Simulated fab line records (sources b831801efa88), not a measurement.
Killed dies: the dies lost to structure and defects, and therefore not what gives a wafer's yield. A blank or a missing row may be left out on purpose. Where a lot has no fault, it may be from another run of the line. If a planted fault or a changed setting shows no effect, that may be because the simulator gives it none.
Matching of chambers -- flow gf180mcu -- 4 sister chambers for GF_V4_CMP_26 on cmp-01
The step polishes, stops on SiO2, t overpolish 15 s, target thk 0 nm. 4 wafers are shown with their chamber, then 8 later ones without.

== EACH WAFER AND ITS CHAMBER ==
wafer,chamber,motor current A (A)
L891.3,2,11.1
L891.4,1,11.0
L892.6,0,11.5
L894.1,3,12.5

== WAFERS MISSING THEIR CHAMBER ==
wafer,motor current A (A)
L894.2,11.3
L894.6,11.8
L901.2,11.1
L901.4,10.6
L901.6,10.9
L903.2,10.6
L903.3,11.3
L903.6,11.1

== WHICH CHAMBER EACH WENT THROUGH ==
wafer,from the rows above,in truth
L894.2,can't be placed: 0 or 2 or 1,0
L894.6,can't be placed: 0 or 3 or 2 or 1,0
L901.2,can't be placed: 2 or 1 or 0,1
L901.4,can't be placed: 1 or 2 or 0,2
L901.6,can't be placed: 1 or 2 or 0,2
L903.2,can't be placed: 1 or 2 or 0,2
L903.3,can't be placed: 0 or 2 or 1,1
L903.6,can't be placed: 2 or 1 or 0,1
0 of 8 placed correctly. Not placeable from these rows: 8 (in 8, the candidates include the true chamber). Number placed wrongly: 0.
How it was worked out, from the rows above alone: a wafer's distance from a chamber is the root of the sum, over the readings, of the square of ((its reading less the chamber's mean) divided by the reading's scatter). If the next closest chamber is less than 2 further off than the closest, the wafer can't be placed; otherwise it belongs to the closest. Each chamber's mean is taken over the wafers shown for it. The scatter (one wafer shown for each chamber): square how far every hidden wafer sits from the nearest shown wafer, average those squares and take the square root.
